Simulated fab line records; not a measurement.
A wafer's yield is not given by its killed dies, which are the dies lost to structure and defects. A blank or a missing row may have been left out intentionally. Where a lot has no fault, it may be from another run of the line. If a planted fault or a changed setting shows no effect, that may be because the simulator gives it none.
Chamber matching -- flow gf180mcu -- 4 sister chambers for GF_V1_CMP_04 on cmp-01
The step polishes SiO2. 14 wafers are shown with their chamber, then 7 later ones without.

== WAFERS WITH THEIR CHAMBER ==
wafer,chamber,motorCurrentA (A),timeToEndpointS (s)
L434.2,2,14.2,81
L434.4,1,12.9,89
L434.5,0,12.3,77
L437.2,2,14.5,82
L437.3,3,14.9,83
L437.6,3,13.7,82
L445.1,1,11.9,82
L445.3,2,14.5,87
L445.5,1,11.9,84
L452.1,2,14.2,91
L452.4,3,14.2,93
L452.5,2,14.1,98
L454.1,3,14.0,86
L454.3,1,11.8,84

SIGNATURES (means of the wafers above)
reading,chamber 0,chamber 1,chamber 2,chamber 3,scatter within a chamber
motorCurrentA,12.300,12.125,14.300,14.200,0.416
timeToEndpointS,77.00,84.75,87.80,86.00,5.44
Rule: for a wafer and a chamber, the distance is found by dividing, reading by reading, the gap between the wafer's reading and the chamber's mean by the reading's scatter, squaring, summing and taking the root. If the next closest chamber is less than 2 further off than the closest, the wafer can't be placed; otherwise it belongs to the closest. The scatter is the square root of a quotient: the sum, over the shown wafers, of each reading's squared deviation from its chamber's mean, divided by wafers minus chambers.

== WAFERS MISSING THEIR CHAMBER ==
wafer,motorCurrentA (A),timeToEndpointS (s)
L454.6,13.4,94
L455.1,12.7,88
L455.2,12.1,85
L455.4,14.2,98
L456.2,14.7,89
L456.3,12.3,78
L456.4,11.9,81

== WHICH CHAMBER EACH WENT THROUGH ==
wafer,from the rows above,in truth
L454.6,can't be placed: 3 or 2 or 1 or 0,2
L455.1,can't be placed: 1 or 0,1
L455.2,can't be placed: 1 or 0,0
L455.4,can't be placed: 2 or 3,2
L456.2,can't be placed: 2 or 3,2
L456.3,can't be placed: 0 or 1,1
L456.4,can't be placed: 1 or 0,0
Placed correctly: 0 of 7. Can't be placed from these rows: 7 (the true chamber is among the candidates in 7). Wrongly placed: 0.
